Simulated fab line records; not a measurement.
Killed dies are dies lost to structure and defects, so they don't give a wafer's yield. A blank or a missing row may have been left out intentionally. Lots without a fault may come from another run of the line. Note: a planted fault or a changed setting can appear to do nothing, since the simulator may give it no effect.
A struck lot beside a sound one | flow sky130 | 15 steps out of a route of 708
Sound: wafers L108.1, L108.5, L108.6. Wafers struck: L121.1, L121.4, L121.6. The cause is given at the end.
Each step with rows lists, per side, the tool, then ch with its chambers, then its first start. Under that, the readings that differ: sound wafers | struck wafers | difference of the means | sigmas: that difference in standard deviations of wafers without a fault.
alike: readings whose means differ by less than 2 such deviations, and words and numbers that are the same on both sides. not compared: withheld readings, readings that some wafer has no value for, bounds like >300 that may hide the same value, and numbers for which the record gives no deviation and whose values overlap.
The two part at a step that has a row with sigmas, a row that says differs or no value, or rows on one side only. Numbers that don't overlap but have no deviation are shown without sigmas and don't part them. A reading missing from all wafers of one side parts the sides only when that side holds two or more wafers.

first, 3 steps without rows for these wafers: SKY_SONOS_TUNNEL_EXPOSE_04 (exposes mask TUNM, target cd 410 nm); SKY_SONOS_TUNNEL_PEB_05; SKY_SONOS_TUNNEL_DEVELOP_06 (develop time 60 s).
SKY_SONOS_TUNNEL_CD_MEAS_07: target cd 410 nm.
  struck on cd sem-01, day 15 19:44; sound on cd sem-01, day 12 05:08
  alike: cd nm
SKY_SONOS_TUNNEL_OVL_MEAS_08:
  struck on overlay-02, day 15 19:51; sound on overlay-02, day 12 05:15
  alike: SONOS_TUNNEL_OVL
then, 3 steps without rows for these wafers: SKY_SONOS_TUNNEL_IMPLANT_09; SKY_SONOS_TUNNEL_WET_ETCH_10 (etches SiO2 in dHF, target depth 14 nm, time 280 s); SKY_SONOS_TUNNEL_STRIP_11 (strips in SPM, time 600 s).
SKY_SONOS_TUNNEL_TW_MEAS_12:
  struck on film metro-01, day 15 20:24; sound on film metro-04, day 12 05:42
  reading         | sound             | struck            | difference | sigmas
  SONOS_TUNNEL_TW | 195.7 196.0 196.9 | 199.1 199.2 199.3 | +3.0       | +2
then, 2 steps without rows for these wafers: SKY_SONOS_TUNNEL_CLEAN_13 (cleans in dHF, time 20 s); SKY_SONOS_ONO_OXIDATION_00 (stabilise 600 s, purge 300 s, target thk 2.6 nm).
SKY_SONOS_ONO_THK_MEAS_01:
  struck on film metro-03, day 15 23:10; sound on film metro-03, day 12 09:02
  alike: SONOS_ONO_OXIDATION_THK
SKY_SONOS_ONO_CVD_02: deposits Si3N4 from DCS/NH3, target thk 10.5 nm, time 188 s.
  sound on lpcvd-02 ch 1, day 12 09:05; struck on lpcvd-02 ch 1, day 16 00:22
  reading                                     | sound             | struck           | difference | sigmas
  model.Si3N4_of_SONOS_ONO_CVD_02.thk nm (nm) | 10.96 10.99 11.03 | 15.4 15.39 15.39 | +4.4       |
  alike: spike tc centre C, spike tc top C
SKY_SONOS_ONO_THK_MEAS_03:
  struck on film metro-02, day 16 01:39; sound on film metro-02, day 12 10:41
  reading                   | sound             | struck            | difference | sigmas
  SONOS_ONO_CVD_02_THK (nm) | 10.92 10.99 11.02 | 15.41 15.39 15.41 | +4.43      | +26
  not compared: hold
-- here the record skips 33 days between the struck wafers' starts before and after, leaving off in module SONOS_ONO and picking up in module PAD_OPEN (first step shown: number 708 of the route) --
SKY_PAD_OPEN_PROBE_99:
  struck on prober-01, day 49 01:38; sound on prober-02, day 46 14:43
  alike: killed_at_M0_to_M3, killed_at_M4_up, killed at contacts, killed at front end, killed at other, killed dies, killed open, killed short

## WHERE THEY PART
Last at SKY_SONOS_ONO_THK_MEAS_03 as far as this record goes, first at SKY_SONOS_TUNNEL_TW_MEAS_12. Later steps at which nothing parts them and some readings are alike: SKY_PAD_OPEN_PROBE_99.

WHY: whatever the simulator had introduced
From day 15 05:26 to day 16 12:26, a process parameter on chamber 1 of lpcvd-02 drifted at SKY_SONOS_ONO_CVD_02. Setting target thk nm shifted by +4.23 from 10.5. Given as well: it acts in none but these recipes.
